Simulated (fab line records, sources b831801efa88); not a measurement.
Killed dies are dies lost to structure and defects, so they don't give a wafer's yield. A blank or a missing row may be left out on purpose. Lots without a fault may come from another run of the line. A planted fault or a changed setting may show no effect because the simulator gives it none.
Which tool did it? | flow gf180mcu | 13 lots, 39 wafers sampled, at 5 steps of a route of 602

WHAT THE GAUGES READ, wafer by wafer
GF_M3_THK_MEAS_06: measures by xrf.
lot  | measured     | on            | M3_ALCU_THK (nm)
L671 | day 20 06:07 | film_metro-03 | 450 448 451
L672 | day 20 16:18 | film_metro-02 | 437 438 440
L673 | day 20 19:08 | film_metro-04 | 447 452 458
L674 | day 21 11:11 | film_metro-03 | 446 441 445
L675 | day 21 19:00 | film_metro-03 | 448 447 447
L676 | day 22 05:57 | film_metro-03 | 441 445 445
L677 | day 22 19:17 | film_metro-03 | 445 445 451
L678 | day 23 04:26 | film_metro-02 | 437 440 435
L683 | day 24 21:29 | film_metro-03 | 447 443 445
L685 | day 25 10:20 | film_metro-03 | 441 437 434
L686 | day 25 15:02 | film_metro-02 | 438 443 436
L687 | day 25 20:47 | film_metro-03 | 441 441 444
L688 | day 26 03:37 | film_metro-03 | 457 456 450

GF_M5_CD_MEAS_07: target cd 280 nm.
lot  | measured     | on        | cd_nm (nm)
L671 | day 26 05:17 | cd_sem-02 | 277.4 277.0 277.8
L672 | day 26 14:05 | cd_sem-01 | 279.0 278.3 279.4
L673 | day 26 18:10 | cd_sem-01 | 278.4 279.0 279.3
L674 | day 27 06:44 | cd_sem-02 | 278.7 277.8 277.6
L675 | day 27 12:43 | cd_sem-01 | 279.1 279.5 280.4
L676 | day 27 21:49 | cd_sem-02 | 279.7 279.8 279.9
L677 | day 28 09:16 | cd_sem-02 | 280.8 279.4 282.1
L678 | day 28 17:34 | cd_sem-02 | 277.7 279.1 278.3
L683 | day 30 02:48 | cd_sem-01 | 278.4 277.7 277.9
L685 | day 30 14:53 | cd_sem-01 | 279.8 279.8 280.0
L686 | day 30 19:11 | cd_sem-02 | 280.9 280.4 279.6
L687 | day 30 23:49 | cd_sem-02 | 282.4 281.5 282.3
L688 | day 31 06:38 | cd_sem-01 | 280.6 280.2 279.2

GF_M5_OVL_MEAS_08.
lot  | measured     | on         | M5_OVL (nm)
L671 | day 26 05:24 | overlay-02 | 1 1 0
L672 | day 26 14:11 | overlay-01 | 3 8 9
L673 | day 26 18:16 | overlay-01 | -1 -3 5
L674 | day 27 06:51 | overlay-01 | 14 1 6
L675 | day 27 12:50 | overlay-02 | -1 -6 -2
L676 | day 27 21:56 | overlay-01 | 5 4 -6
L677 | day 28 09:23 | overlay-01 | 5 6 2
L678 | day 28 17:41 | overlay-01 | 4 11 10
L683 | day 30 02:55 | overlay-02 | 4 -1 2
L685 | day 30 14:59 | overlay-02 | 0 2 1
L686 | day 30 19:18 | overlay-01 | 2 -7 2
L687 | day 30 23:56 | overlay-01 | -5 -8 2
L688 | day 31 06:43 | overlay-02 | 7 7 3

GF_V5_CD_MEAS_14: target cd 260 nm.
lot  | measured     | on        | cd_nm (nm)
L671 | day 27 04:07 | cd_sem-02 | 261.5 261.3 262.8
L672 | day 27 11:33 | cd_sem-02 | 258.1 257.8 259.1
L673 | day 27 16:09 | cd_sem-01 | 260.7 259.8 260.9
L674 | day 28 03:57 | cd_sem-02 | 258.9 260.0 259.2
L675 | day 28 10:23 | cd_sem-01 | 259.6 259.4 258.6
L676 | day 28 17:55 | cd_sem-01 | 259.7 261.0 258.8
L677 | day 29 06:14 | cd_sem-02 | 261.7 261.0 260.1
L678 | day 29 14:14 | cd_sem-02 | 258.7 260.0 259.5
L683 | day 30 21:57 | cd_sem-01 | 258.3 256.0 258.2
L685 | day 31 10:03 | cd_sem-02 | 258.0 257.0 258.8
L686 | day 31 14:10 | cd_sem-01 | 260.0 260.5 260.2
L687 | day 31 18:29 | cd_sem-01 | 260.9 261.7 259.6
L688 | day 32 01:31 | cd_sem-01 | 260.3 259.8 260.6

WHICH TOOL RAN EACH LOT (tool, then ch and the chambers of the sampled wafers, then the start)
lot  | GF_V5_PEB_12
L671 | litho_track-04 ch 0, day 27 03:46
L672 | litho_track-01 ch 0, day 27 11:13
L673 | litho_track-04 ch 0, day 27 15:50
L674 | litho_track-03 ch 0, day 28 03:37
L675 | litho_track-03 ch 0, day 28 10:02
L676 | litho_track-04 ch 0, day 28 17:34
L677 | litho_track-03 ch 0, day 29 05:53
L678 | litho_track-01 ch 0, day 29 13:53
L683 | litho_track-01 ch 0, day 30 21:37
L685 | litho_track-01 ch 0, day 31 09:43
L686 | litho_track-04 ch 0, day 31 13:49
L687 | litho_track-03 ch 0, day 31 18:08
L688 | litho_track-04 ch 0, day 32 01:13
- GF_V5_PEB_12: peb time 90 s.

WHAT THE TOOLS THEMSELVES READ (means of the sampled wafers that have a number; where no wafer has one, the mark that the record gives instead)
GF_V5_PEB_12.
lot  | tool           | heater_power_total_W (W)
L671 | litho_track-04 | 85.69
L672 | litho_track-01 | 85.64
L673 | litho_track-04 | 85.64
L674 | litho_track-03 | 85.77
L675 | litho_track-03 | 85.67
L676 | litho_track-04 | 85.63
L677 | litho_track-03 | 85.68
L678 | litho_track-01 | 85.75
L683 | litho_track-01 | 89.40
L685 | litho_track-01 | 89.38
L686 | litho_track-04 | 85.69
L687 | litho_track-03 | 85.65
L688 | litho_track-04 | 85.62

THE ANSWER, worked out from the rows above alone
Rule: what is usual is taken from the lots themselves. Put in order of their means at a reading, lots are off if they are a third of the lots or fewer, leave a main group of 4 or more, and stand apart from it by a gap of 3 or more times the standard deviation of the main group's means; of several such gaps the widest counts. A main group whose means are all the same, to the digits that the tables above print for the reading, isn't used. A lot without any number at a reading at which 4 lots or more have one is off too. The other lots that the step has rows for count as sound. The gauges are gone through in route order, then the tools' own readings, and for those a lot's mean is taken as printed above. The first step at which some lot is off is used, and at that step the reading that is off furthest; a lot without a number counts as furthest.
Off: L683, L685, at GF_V5_PEB_12 (heater_power_total_W). The main group: mean 85.68 W, standard deviation 0.046.
A tool fits if, at that step or a process step before it, it ran every lot that is off, and no sound lot after the first of them. One fits: litho_track-01 at GF_V5_PEB_12. Its last sound lot is L678 (day 29 13:53), its first lot that is off L683 (day 30 21:37): a fault that began between those two fits.
The tool's own readings at GF_V5_PEB_12 bear it out: on the lots that are off they differ by more than 5 times the standard deviation of the sound lots' means. heater_power_total_W reads 89.39 W there against 85.68 W on the sound lots.

WHAT THE SIMULATOR HAD PUT IN
Process parameter drift: litho_track-01, from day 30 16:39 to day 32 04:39, at GF_V5_PEB_12. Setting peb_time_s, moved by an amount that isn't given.
Lots struck among those shown: L683, L685. The rule above found the same.
